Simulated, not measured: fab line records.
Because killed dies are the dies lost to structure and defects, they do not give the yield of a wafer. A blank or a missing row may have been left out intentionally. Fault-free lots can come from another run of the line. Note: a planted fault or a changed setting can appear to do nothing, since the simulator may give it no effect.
Chamber matching ; flow sky130 ; 4 sister chambers for SKY_FIELD_ISO_ETCH_17 on rie-si-02
The step etches Si in HBr/Cl2/O2, target depth 342 nm, time 97.7 s. 4 wafers are shown with their chamber, then 9 later ones without.

WAFERS PAIRED WITH THEIR CHAMBERS
wafer;chamber;drypump-motor-current-A (A)
L553.2;3;6.6
L563.1;2;5.2
L563.4;1;5.6
L563.5;0;6.0

WAFERS WHOSE CHAMBER IS MISSING
wafer;drypump-motor-current-A (A)
L565.2;5.6
L565.5;6.0
L565.6;6.7
L568.2;5.2
L568.3;5.6
L568.4;5.2
L571.1;6.6
L571.4;6.0
L571.6;5.6

WHICH CHAMBER EACH ONE RAN IN
wafer;from the rows above;in truth
L565.2;1;1
L565.5;0;0
L565.6;3;3
L568.2;2;2
L568.3;1;1
L568.4;2;2
L571.1;3;3
L571.4;0;0
L571.6;1;1
9 of 9 placed correctly. Left unplaced by these rows: 0. Placed wrongly: 0.
How it was worked out, from the rows above alone: a wafer's distance from a chamber is the root of the sum, over the readings, of the square of ((its reading less the chamber's mean) divided by the reading's scatter). The wafer belongs to the nearest chamber; if the next one is less than 2 further off, it can't be placed. Each chamber's mean is taken over the wafers shown for it. The scatter: root of mean squared gap, hidden wafer to nearest shown wafer, with one shown wafer a chamber.
